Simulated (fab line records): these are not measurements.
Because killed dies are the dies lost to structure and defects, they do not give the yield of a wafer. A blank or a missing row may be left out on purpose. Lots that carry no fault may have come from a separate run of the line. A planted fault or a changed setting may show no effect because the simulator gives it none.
One fault seen from 2 desks + flow gf180mcu + only its own numbers are on each desk; what lay behind them is given at the end

== METROLOGY DESK ==
Means of the sampled wafers that have a number, per lot and without regard to the tool the lot ran on: this is what the gauges read. A lot is out of limits, marked OUT, if its mean lies more than 4 standard deviations from the usual mean; the brackets give that distance.
Columns: A = M5_OVL at GF_M5_OVL_MEAS_08, usual 1 nm; B = PASSIVATION_BOW at GF_PASSIVATION_BOW_MEAS_14, usual 138 um
| lot  | first seen here | A  | B   |
|------|-----------------|----|-----|
| L769 | day 26 01:48    | 0  | 133 |
| L771 | day 26 22:52    | 0  | 134 |
| L772 | day 27 01:32    | -4 | 132 |
| L773 | day 27 11:22    | -6 | 138 |
| L774 | day 27 22:07    | 6  | 137 |
| L775 | day 28 05:15    | -0 | 137 |
| L778 | day 29 05:23    | -6 | 130 |
| L779 | day 29 11:30    | 4  | 131 |
| L781 | day 29 21:44    | -6 | 134 |
| L783 | day 30 15:53    | 6  | 154 |
| L789 | day 32 07:51    | 1  | 137 |
| L790 | day 32 13:55    | -0 | 138 |
| L792 | day 32 21:34    | 9  | 134 |
This desk's verdict: no lot among the 13 shows anything out of limits.

== DESK OF THE TOOL OWNER: pvd-sputter-03 ==
The tool's own readings at GF_TOP_METAL_SPUTTER_01 (material TiN, target thk 30 nm, time 25 s): means of the sampled wafers that have a number, for each lot that ran on this tool. A lot is out of limits, marked OUT, if its mean lies more than 4 standard deviations from the usual mean; the brackets give that distance.
Columns: A = cathode-dc-power-W at GF_TOP_METAL_SPUTTER_01, usual 6500.0 W; B = chamber-pressure-pa at GF_TOP_METAL_SPUTTER_01, usual 0.4000 Pa; C = throttle-valve-pct at GF_TOP_METAL_SPUTTER_01, usual 29.9 %
| lot  | first seen here | A                        | B      | C    |
|------|-----------------|--------------------------|--------|------|
| L772 | day 28 00:47    | 6501.1                   | 0.3998 | 30.5 |
| L773 | day 28 10:19    | 6500.7                   | 0.4006 | 30.2 |
| L778 | day 30 02:55    | 6499.7                   | 0.4005 | 30.2 |
| L779 | day 30 08:38    | 6499.2                   | 0.4002 | 30.0 |
| L783 | day 31 12:52    | 6500.5                   | 0.3994 | 29.6 |
| L789 | day 33 02:58    | 5846.1 (-99 or more) OUT | 0.4003 | 29.1 |
| L790 | day 33 08:46    | 5845.4 (-99 or more) OUT | 0.4003 | 29.6 |
This desk's finding: out of limits on L789, L790; first on L789, day 33 02:58 (cathode-dc-power-W at GF_TOP_METAL_SPUTTER_01). In limits: L772, L773, L778, L779, L783.

== ALL TOGETHER ==
On L789, L790, at day 33 02:58, an alarm was possible from the tool owner's desk.
Metrology desk: nothing out of limits seen.
The metrology desk has L789, L790 on record, within its limits.
GF_TOP_METAL_SPUTTER_01 was run on pvd-sputter-03 by each of the lots named.

== WHAT THE SIMULATOR HAD PUT IN ==
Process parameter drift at GF_TOP_METAL_SPUTTER_01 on pvd-sputter-03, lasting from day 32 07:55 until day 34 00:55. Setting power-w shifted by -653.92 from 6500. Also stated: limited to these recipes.
Struck lots among those shown: L789, L790.
Delay in hours, fault start to first out-of-limits reading, by desk: the tool owner's desk at 19.
